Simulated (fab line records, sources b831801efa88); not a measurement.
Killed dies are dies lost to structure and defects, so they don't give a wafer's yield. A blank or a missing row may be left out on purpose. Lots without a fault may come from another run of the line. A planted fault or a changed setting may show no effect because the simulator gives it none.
Chamber matching | flow sky130 | SKY_CONTACT_ETCH_17 on rie_diel-01: 4 sister chambers
The step etches SiO2 in C4F8/O2/Ar, stops on Si3N4, target depth 340 nm. 20 wafers are shown with their chamber, then 10 later ones without.

WAFERS WITH THEIR CHAMBER
wafer  | chamber | oes_product_au (a.u.)
L075.2 | 0       | 0.889
L075.3 | 1       | 0.887
L075.6 | 3       | 0.895
L079.1 | 1       | 0.886
L079.2 | 2       | 0.903
L079.3 | 3       | 0.887
L079.4 | 3       | 0.883
L079.5 | 1       | 0.892
L079.6 | 2       | 0.889
L078.1 | 2       | 0.887
L078.2 | 3       | 0.898
L078.3 | 1       | 0.889
L078.4 | 2       | 0.893
L078.5 | 1       | 0.900
L078.6 | 3       | 0.889
L085.4 | 3       | 0.886
L085.5 | 1       | 0.893
L085.6 | 0       | 0.892
L087.1 | 0       | 0.886
L087.3 | 2       | 0.892

SIGNATURES (means of the wafers above)
reading        | chamber 0 | chamber 1 | chamber 2 | chamber 3 | scatter within a chamber
oes_product_au | 0.88900   | 0.89117   | 0.89280   | 0.88967   | 0.00539
Rule: a wafer's distance from a chamber is the root of the sum, over the readings, of the square of ((its reading less the chamber's mean) divided by the reading's scatter). The wafer belongs to the nearest chamber; if the next one is less than 2 further off, it can't be placed. The scatter: the root of (the sum of the squares of (reading less its chamber's mean) over the shown wafers, divided by (wafers less chambers)).

WAFERS WITHOUT THEIR CHAMBER
wafer  | oes_product_au (a.u.)
L087.4 | 0.890
L091.4 | 0.883
L091.5 | 0.893
L091.6 | 0.894
L092.3 | 0.895
L092.4 | 0.896
L092.6 | 0.888
L096.4 | 0.896
L096.5 | 0.895
L096.6 | 0.893

WHICH CHAMBER EACH WENT THROUGH
wafer  | from the rows above               | in truth
L087.4 | can't be placed: 3 or 0 or 1 or 2 | 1
L091.4 | can't be placed: 0 or 3 or 1 or 2 | 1
L091.5 | can't be placed: 2 or 1 or 3 or 0 | 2
L091.6 | can't be placed: 2 or 1 or 3 or 0 | 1
L092.3 | can't be placed: 2 or 1 or 3 or 0 | 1
L092.4 | can't be placed: 2 or 1 or 3 or 0 | 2
L092.6 | can't be placed: 0 or 3 or 1 or 2 | 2
L096.4 | can't be placed: 2 or 1 or 3 or 0 | 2
L096.5 | can't be placed: 2 or 1 or 3 or 0 | 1
L096.6 | can't be placed: 2 or 1 or 3 or 0 | 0
Placed correctly: 0 of 10. Can't be placed from these rows: 10 (the true chamber is among the candidates in 10). Placed wrongly: 0.
